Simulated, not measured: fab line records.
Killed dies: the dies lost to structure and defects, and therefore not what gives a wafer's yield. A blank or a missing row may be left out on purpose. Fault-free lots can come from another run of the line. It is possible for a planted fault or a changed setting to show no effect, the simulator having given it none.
Problem report in the 8D (eight disciplines) form, filled by code ; flow gf180mcu ; the parts of the form that need people (team, actions taken, sign-off) are left out

== 1. WHAT WENT WRONG ==
At GF_LVPWELL_COAT_02, spin speed rpm averages 1962.3 rpm over 9 wafers from 3 lots, while fault-free wafers read 2000.2 rpm, standard deviation 1.4. That is -27 standard deviations from the usual mean.
The step: resist thk 3000 nm.
The first sign was on wafer L446.2 at day 6 16:28, on litho track-01. The record holds 36 wafers of 12 lots with a number at this step. Rule for "out" (also "out of limits"): further than 4 standard deviations from the usual mean. Any other wafer with a number is counted as sound.

== 2. WHAT IT IS, WHAT IT ISN'T ==
question;is;is not
which readings at this step;spin speed rpm;-
which lots;L446, L449, L450;L433, L434, L437, L440, L441, L443, L444, L447, L448
which wafers of those lots;all that have a number;-
read on which tools;litho track-01;litho track-02, litho track-03
when;from day 6 16:28;"up to then (21 sound wafers); but 6 sound wafers of L447, L448 came after"

== 3. THE SUSPECTS, EACH WITH WHAT RULES IT OUT ==
Counting: a tool at a process step up to the reading stays a suspect if it ran every lot that is out and no sound lot after the first of them.
- litho track-01 at GF_LVPWELL_COAT_02 (resist thk 3000 nm): kept. It ran every lot that is out, first L446 (day 6 16:28), and no sound lot after that; its last sound lot up to then is L444 (day 6 04:19). Its own spin speed rpm readings are out on those wafers.
Left after counting: litho track-01 at GF_LVPWELL_COAT_02.

== 4. THE CAUSE (what the simulator had put in) ==
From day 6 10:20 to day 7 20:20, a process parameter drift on litho track-01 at GF_LVPWELL_COAT_02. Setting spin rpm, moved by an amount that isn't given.
Counting left only this tool.

== 5. SEQUENCE OF EFFECTS, ordered by route ==
Each row: a reading where the mean over the struck wafers with a number is more than 3 standard deviations away from the usual. Scope: only readings with a usual standard deviation given in the record; hours: median across lots of the time from each lot's start at the first step in this table that gives one to its start at this step; sigmas: change in usual standard deviations.
hours;step;reading;usual;on struck wafers;change;sigmas
0;GF_LVPWELL_COAT_02;spin speed rpm;2000.2 rpm;1962.3;-37.9;-27
Here are the process steps it includes:
- GF_LVPWELL_COAT_02: resist thk 3000 nm.
At these later measuring or inspecting steps, every struck wafer for which the step has a row has a number for every such reading, and none has moved that far: GF_M1_THK_MEAS_06.

== 6. HOW IT WOULD HAVE BEEN CAUGHT EARLIER ==
6 hours passed between the start of the fault at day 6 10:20 and the first reading out of limits in this record, taken at day 6 16:28.
